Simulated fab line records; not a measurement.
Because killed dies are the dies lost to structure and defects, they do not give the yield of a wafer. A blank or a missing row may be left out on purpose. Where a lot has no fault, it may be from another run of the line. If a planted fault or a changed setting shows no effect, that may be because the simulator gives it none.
fab line records    flow sky130
record: lots: 13  wafers: 38  lastDay: 50
route steps=708 shown SD_P@323 VIA1@461 METAL2@501 VIA2@510
lots that met no fault: from a run of the same line without faults
startH: start of the lot's first displayed wafer, in hours after the record's first day    waitH: hours since the lot's step before    " unchanged from the row above    L1.1+2: one row covering several wafers at once    - value missing, or start not given    * or withheld: withheld    < > ~ a bound
route shown NAME@n: a module of which the file shows steps, and the number in the route of the first    usual: the fault-free wafers' mean and standard deviation    same: alike in all rows    chamber/n: place in a boat    sites: each site's reading    _std_site: how widely they spread, as a standard deviation    _edge_site: the outer-site mean with the inner-site mean subtracted    radiusMm: how far each site lies from the wafer's centre    mask NAME#n: copy n    behind: tool/chamber where the wafer was last shaped    hold: why the lot went on hold/how many hours it stayed there/how the hold came to an end    device: the transistor (n, p or np) that didn't switch    end of line: the route-end tests of the same wafers    a step with no rows: only its recipe    killed: not the wafer's yield, but the dies lost to structure and defects at the first sort    map: dies across one wafer; x = killed, . = not, _ = none there
set.NAME: the setting the step ran with; set.NAME@STEP: the setting that earlier step ran with    model.NAME: the simulator's own value behind a step, which no gauge read
steps of the route over a sample of lots; a table a step, a row a wafer
services: a tool's chamber out of use, with start hour (startH, from the record's first day; less than 0 if before it), hours out, and reason
== steps ==
step: SKY_SD_P_SOFTBAKE_03
recipe: tempC: 90  timeS: 60  resist: NOVOLAK
usual: resistLineTempC: 22.98/0.094  runLengthS: 89.24/0.28
lot.wafer  tool           chamber  startH  waitH  resistLineTempC  runLengthS
L461.4     lithoTrack-01  0        595.87  0.1    23.00            89.57
L461.5     "              0        "       "      23.03            89.47
L461.6     "              0        "       "      22.91            89.60
L459.2     lithoTrack-01  0        599.82  0.1    22.97            89.62
L459.3     "              0        "       "      22.88            89.50
L459.4     "              0        "       "      22.82            89.65
L463.1     lithoTrack-01  0        609.10  0.1    23.01            89.76
L463.2     "              0        "       "      22.95            89.43
L463.3     "              0        "       "      22.81            89.63
L472.2     lithoTrack-01  0        689.22  0.1    23.08            97.26
L472.3     "              0        "       "      23.07            97.14
L472.5     "              0        "       "      23.07            97.18
L473.4     lithoTrack-01  0        696.32  0.1    22.92            97.08
L473.5     "              0        "       "      23.10            96.99
L473.6     "              0        "       "      22.94            97.09
L474.1     lithoTrack-02  0        702.07  0.1    22.80            89.14
L474.3     "              0        "       "      22.79            89.15
L474.4     "              0        "       "      22.83            89.04
L475.1     lithoTrack-02  0        706.57  0.1    22.91            89.09
L475.2     "              0        "       "      22.86            88.91
L475.5     "              0        "       "      22.89            89.04
L478.1     lithoTrack-02  0        750.97  0.1    22.92            89.03
L478.3     "              0        "       "      22.98            88.95
L478.5     "              0        "       "      22.97            89.00
L476.1     lithoTrack-04  0        752.58  0.1    23.03            88.99
L476.2     "              0        "       "      22.82            88.96
L476.3     "              0        "       "      23.11            89.18
L480.2     lithoTrack-02  0        754.25  0.1    22.90            89.10
L480.4     "              0        "       "      22.84            88.99
L480.6     "              0        "       "      23.12            89.04
L477.2     lithoTrack-04  0        754.55  0.1    22.93            89.14
L477.5     "              0        "       "      23.19            89.28
L481.1     lithoTrack-01  0        755.20  0.1    22.99            89.85
L481.4     "              0        "       "      22.96            89.50
L481.5     "              0        "       "      22.98            89.82
L482.1     lithoTrack-04  0        764.63  0.1    22.81            89.32
L482.2     "              0        "       "      22.98            89.12
L482.4     "              0        "       "      23.06            88.99
step: SKY_VIA1_BOW_MEAS_03
recipe: mode: bow
usual: VIA1_BOW: 81/6.6
lot.wafer  tool          chamber  startH  waitH  VIA1_BOW[um]
L461.4     filmMetro-04  -        786.57  0.2    84
L461.5     "             -        "       "      81
L461.6     "             -        "       "      81
L459.2     filmMetro-04  -        787.53  0.2    79
L459.3     "             -        "       "      86
L459.4     "             -        "       "      84
L463.1     filmMetro-02  -        797.26  0.1    88
L463.2     "             -        "       "      79
L463.3     "             -        "       "      84
L472.2     filmMetro-03  -        870.02  0.2    82
L472.3     "             -        "       "      76
L472.5     "             -        "       "      69
L473.4     filmMetro-02  -        877.44  0.3    81
L473.5     "             -        "       "      72
L473.6     "             -        "       "      78
L474.1     filmMetro-04  -        881.22  0.1    78
L474.3     "             -        "       "      80
L474.4     "             -        "       "      86
L475.1     filmMetro-02  -        883.17  0.2    91
L475.2     "             -        "       "      84
L475.5     "             -        "       "      74
L478.1     filmMetro-03  -        925.37  0.2    82
L478.3     "             -        "       "      74
L478.5     "             -        "       "      86
L476.1     filmMetro-04  -        929.34  0.2    91
L476.2     "             -        "       "      74
L476.3     "             -        "       "      80
L480.2     filmMetro-02  -        930.62  0.1    74
L480.4     "             -        "       "      89
L480.6     "             -        "       "      75
L477.2     filmMetro-04  -        931.50  0.2    83
L477.5     "             -        "       "      66
L481.1     filmMetro-04  -        932.22  0.2    92
L481.4     "             -        "       "      92
L481.5     "             -        "       "      90
L482.1     filmMetro-02  -        938.45  0.1    77
L482.2     "             -        "       "      87
L482.4     "             -        "       "      87
step: SKY_METAL2_ETCH_18
recipe: chemistry: N2/H2  target: BARC  ionEnergyEv: 200  biasW: 100  pressureMtorr: 30  n2FlowSccm: 100  h2FlowSccm: 200  icpW: 500  stopOn: SiO2  timeS: 45.9  targetDepthA: 600
usual: drypumpMotorCurrentA: 5.8/0.47  oesProductAu: 0.855/0.0045  throttleValvePct: 13.222/0.0086
lot.wafer  tool         chamber  startH  waitH  drypumpMotorCurrentA  oesProductAu  rfHoursCounterH  throttleValvePct
L461.4     rieMetal-01  0        840.15  0.0    5.9                   0.859         -                13.222
L461.5     "            1        "       "      6.3                   0.860         -                13.228
L461.6     "            0        "       "      5.9                   0.854         -                13.214
L459.2     rieMetal-03  0        841.97  0.0    5.0                   0.858         15               13.218
L459.3     "            1        "       "      5.3                   0.857         -                13.227
L459.4     "            0        "       "      5.0                   0.860         -                13.231
L463.1     rieMetal-03  0        850.92  0.0    5.0                   0.867         16               13.214
L463.2     "            1        "       "      5.3                   0.855         1                13.240
L463.3     "            1        "       "      5.3                   0.854         -                13.222
L472.2     rieMetal-03  0        921.63  0.0    5.0                   0.843         1                13.216
L472.3     "            0        "       "      5.0                   0.857         -                13.211
L472.5     "            0        "       "      5.0                   0.849         -                13.228
L473.4     rieMetal-01  0        929.03  0.0    5.9                   0.857         -                13.225
L473.5     "            0        "       "      5.9                   0.863         -                13.210
L473.6     "            1        "       "      6.3                   0.853         -                13.227
L474.1     rieMetal-01  1        933.07  0.1    6.2                   0.849         5                13.228
L474.3     "            1        "       "      6.3                   0.855         -                13.226
L474.4     "            1        "       "      6.3                   0.856         -                13.219
L475.1     rieMetal-03  1        935.67  0.0    5.3                   0.852         6                13.222
L475.2     "            0        "       "      5.0                   0.857         2                13.212
L475.5     "            1        "       "      5.3                   0.852         -                13.219
L478.1     rieMetal-01  0        975.72  0.0    5.9                   0.859         1                13.220
L478.3     "            1        "       "      6.3                   0.863         -                13.224
L478.5     "            1        "       "      6.3                   0.864         -                13.212
L476.1     rieMetal-01  1        979.54  0.1    6.3                   0.858         10               13.216
L476.2     "            1        "       "      6.3                   0.853         -                13.224
L476.3     "            1        "       "      6.3                   0.861         -                13.229
L480.2     rieMetal-04  1        981.82  0.0    5.9                   0.860         4                13.213
L480.4     "            1        "       "      5.9                   0.855         -                13.221
L480.6     "            1        "       "      5.9                   0.860         -                13.239
L477.2     rieMetal-01  0        982.43  0.0    5.9                   0.849         1                13.214
L477.5     "            1        "       "      6.3                   0.848         -                13.221
L481.1     rieMetal-04  0        983.73  0.0    6.1                   0.860         17               13.220
L481.4     "            0        "       "      6.0                   0.854         -                13.237
L481.5     "            1        "       "      6.0                   0.859         -                13.220
L482.1     rieMetal-03  1        989.31  0.0    5.3                   0.853         8                13.229
L482.2     "            0        "       "      5.0                   0.854         4                13.231
L482.4     "            1        "       "      5.3                   0.854         -                13.220
step: SKY_VIA2_BOW_MEAS_03
recipe: mode: bow
usual: VIA2_BOW: 86/6.7
lot.wafer  tool          chamber  startH  waitH  VIA2_BOW[um]
L461.4     filmMetro-03  -        841.42  0.3    87
L461.5     "             -        "       "      84
L461.6     "             -        "       "      83
L459.2     filmMetro-01  -        843.22  0.2    83
L459.3     "             -        "       "      89
L459.4     "             -        "       "      89
L463.1     filmMetro-03  -        852.15  0.2    94
L463.2     "             -        "       "      87
L463.3     "             -        "       "      90
L472.2     filmMetro-01  -        922.89  0.3    84
L472.3     "             -        "       "      80
L472.5     "             -        "       "      74
L473.4     filmMetro-01  -        930.34  0.2    84
L473.5     "             -        "       "      76
L473.6     "             -        "       "      81
L474.1     filmMetro-02  -        934.46  0.1    85
L474.3     "             -        "       "      86
L474.4     "             -        "       "      91
L475.1     filmMetro-03  -        936.90  0.2    96
L475.2     "             -        "       "      90
L475.5     "             -        "       "      80
L478.1     filmMetro-01  -        977.01  0.1    89
L478.3     "             -        "       "      82
L478.5     "             -        "       "      91
L476.1     filmMetro-03  -        980.93  0.1    93
L476.2     "             -        "       "      78
L476.3     "             -        "       "      82
L480.2     filmMetro-01  -        983.11  0.1    78
L480.4     "             -        "       "      93
L480.6     "             -        "       "      77
L477.2     filmMetro-02  -        983.69  0.3    88
L477.5     "             -        "       "      72
L481.1     filmMetro-01  -        984.97  0.2    98
L481.4     "             -        "       "      97
L481.5     "             -        "       "      95
L482.1     filmMetro-01  -        991.04  0.2    83
L482.2     "             -        "       "      93
L482.4     "             -        "       "      96
== services ==
tool         chamber  startH  hours  kind
rieMetal-04  0        575.03  -      clean
rieMetal-04  0        575.03  13.5   scheduledDown
rieMetal-04  0        575.03  13.5   ventCycle
rieMetal-04  1        632.25  4.4    repair
rieMetal-04  -        758.39  3.0    repair
rieMetal-01  -        778.41  2.8    pm
rieMetal-01  1        795.99  -      clean
rieMetal-01  1        795.99  20.2   scheduledDown
rieMetal-01  1        795.99  20.2   ventCycle
rieMetal-03  1        811.00  -      clean
rieMetal-03  1        811.00  13.3   scheduledDown
rieMetal-03  1        811.00  13.3   ventCycle
rieMetal-04  1        816.17  32.6   repair
rieMetal-04  1        848.74  -      clean
rieMetal-04  1        848.74  36.9   scheduledDown
rieMetal-03  0        872.93  -      clean
rieMetal-03  0        872.93  17.3   scheduledDown
rieMetal-03  0        872.93  17.3   ventCycle
rieMetal-04  -        880.23  2.8    pm
rieMetal-01  0        930.84  -      clean
rieMetal-01  0        930.84  23.8   scheduledDown
rieMetal-01  0        930.84  23.8   ventCycle
rieMetal-03  -        966.93  0.8    repair
rieMetal-04  -        981.00  0.5    repair
== key ==
firstSign: step: SKY_SD_P_SOFTBAKE_03  reading: runLengthS  direction: up  sigmas: 28  usual: *  struck: *
effect none on later readings
metAt SKY_SD_P_SOFTBAKE_03
struckLots L472,L473
testerLeftOut L472,L473
notActingAt SKY_VIA1_BOW_MEAS_03,SKY_METAL2_ETCH_18,SKY_VIA2_BOW_MEAS_03
onsetBetween 609.10 689.22
fault: kind: processParameterDrift  tool: lithoTrack-01  chamber: -  onsetH: 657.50  steps: SKY_SD_P_SOFTBAKE_03  channel: timeS  offset: *  shape: step  endH: 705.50  actsIn: *  stated: *
testerLeftOut: of these lots the tester's yield and bins aren't shown, on N5 and GAA mostly nor the transistor test; their killed dies are dies lost to structure and defects alone, not to doping, threshold or leakage, so they don't give the yield
